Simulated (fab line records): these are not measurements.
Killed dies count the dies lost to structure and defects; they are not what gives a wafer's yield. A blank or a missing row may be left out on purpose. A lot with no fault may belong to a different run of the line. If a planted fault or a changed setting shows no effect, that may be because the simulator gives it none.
Which tool was responsible?	flow gf180mcu	39 wafers from 13 lots sampled at 4 of the route's 602 steps

== WHAT THE GAUGES SHOWED, per wafer ==
GF_V5_THK_MEAS_03.
lot	measured	on	V5_CVD_02_THK (nm)
L847	day 26 09:06	film_metro-01	1467 1472 1492
L848	day 26 21:20	film_metro-02	1408 1437 1434
L849	day 26 21:55	film_metro-01	1472 1469 1483
L852	day 27 23:18	film_metro-03	1464 1479 1477
L853	day 28 11:55	film_metro-03	1441 1441 1482
L855	day 28 22:13	film_metro-01	1426 1440 1440
L857	day 29 14:31	film_metro-01	1414 1418 1434
L858	day 29 18:54	film_metro-03	1419 1447 1447
L859	day 30 04:49	film_metro-02	1419 1446 1436
L861	day 30 15:40	film_metro-02	1425 1451 1455
L865	day 32 01:51	film_metro-02	1433 1439 1442
L867	day 32 06:38	film_metro-02	1465 1473 1483
L870	day 33 00:05	film_metro-02	1453 1425 1481

GF_V5_RS_MEAS_24: uses a four-point probe to measure.
lot	measured	on	V5_W_RS (ohm/sq)
L847	day 27 07:24	film_metro-02	0.320 0.323 0.322
L848	day 27 18:44	film_metro-01	0.321 0.331 0.322
L849	day 27 19:23	film_metro-02	0.329 0.330 0.327
L852	day 28 20:11	film_metro-02	0.329 0.327 0.327
L853	day 29 08:43	film_metro-01	0.323 0.324 0.329
L855	day 29 18:32	film_metro-01	0.321 0.330 0.324
L857	day 30 10:05	film_metro-02	0.324 0.321 0.329
L858	day 30 14:41	film_metro-01	0.329 0.326 0.333
L859	day 30 23:52	film_metro-01	0.329 0.331 0.327
L861	day 31 10:55	film_metro-02	0.325 0.327 0.329
L865	day 32 20:06	film_metro-03	0.324 0.329 0.331
L867	day 33 00:30	film_metro-03	0.320 0.326 0.320
L870	day 33 17:38	film_metro-03	0.326 0.323 0.328

GF_PASSIVATION_THK_MEAS_03.
lot	measured	on	PASSIVATION_CVD_02_THK (nm)
L847	day 28 05:12	film_metro-04	708 705 708
L848	day 28 16:35	film_metro-03	690 693 706
L849	day 28 17:12	film_metro-01	694 691 695
L852	day 29 16:24	film_metro-04	709 707 706
L853	day 30 05:31	film_metro-03	696 703 705
L855	day 30 14:44	film_metro-04	682 700 695
L857	day 31 05:35	film_metro-01	697 714 717
L858	day 31 10:18	film_metro-01	704 712 697
L859	day 31 19:25	film_metro-03	703 705 716
L861	day 32 06:10	film_metro-01	704 711 721
L865	day 33 13:27	film_metro-01	695 706 699
L867	day 33 18:13	film_metro-03	707 700 712
L870	day 34 10:21	film_metro-04	702 699 696

== EACH LOT AND THE TOOL THAT RAN IT (in order: tool; ch and the chambers of the sampled wafers; start) ==
lot	GF_M2_SPUTTER_03
L847	pvd_sputter-04, day 18 05:46
L848	pvd_sputter-02, day 18 11:41
L849	pvd_sputter-04, day 18 19:53
L852	pvd_sputter-04, day 20 02:47
L853	pvd_sputter-02, day 20 18:07
L855	pvd_sputter-04, day 21 09:52
L857	pvd_sputter-01, day 22 01:45
L858	pvd_sputter-04, day 22 10:44
L859	pvd_sputter-02, day 22 18:46
L861	pvd_sputter-04, day 23 12:15
L865	pvd_sputter-04, day 25 01:09
L867	pvd_sputter-04, day 25 10:45
L870	pvd_sputter-01, day 26 09:22
- GF_M2_SPUTTER_03: material Ti, target thk 10 nm, time 6.7 s.

== WHAT THE TOOLS THEMSELVES READ (means of the sampled wafers that have a number; where no wafer has one, the mark that the record gives instead) ==
GF_M2_SPUTTER_03.
lot	tool	throttle_valve_pct (%)
L847	pvd_sputter-04	30.3
L848	pvd_sputter-02	30.6
L849	pvd_sputter-04	31.2
L852	pvd_sputter-04	30.3
L853	pvd_sputter-02	30.9
L855	pvd_sputter-04	30.9
L857	pvd_sputter-01	30.1
L858	pvd_sputter-04	31.4
L859	pvd_sputter-02	29.8
L861	pvd_sputter-04	29.0
L865	pvd_sputter-04	30.2
L867	pvd_sputter-04	31.1
L870	pvd_sputter-01	29.5

== THE ANSWER, worked out from the rows above alone ==
Rule: usual is defined by the lots themselves. The widest of any qualifying gaps counts: lots, ordered by their means at a reading, are off when they make up no more than a third of the lots, leave a main group of 4 or more, and stand apart from it by 3 or more times the standard deviation of that group's means. Not used: any main group whose means are identical at the precision the tables above print for the reading. A lot without any number at a reading at which 4 lots or more have one is off too. All remaining lots with rows at the step are treated as sound. The gauges are gone through in route order, then the tools' own readings, and for those a lot's mean is taken as printed above. The first step at which some lot is off is used, and at that step the reading that is off furthest; a lot without a number counts as furthest.
None of the lots is off at any reading shown; this tells nothing.

== WHAT THE SIMULATOR HAD INSERTED ==
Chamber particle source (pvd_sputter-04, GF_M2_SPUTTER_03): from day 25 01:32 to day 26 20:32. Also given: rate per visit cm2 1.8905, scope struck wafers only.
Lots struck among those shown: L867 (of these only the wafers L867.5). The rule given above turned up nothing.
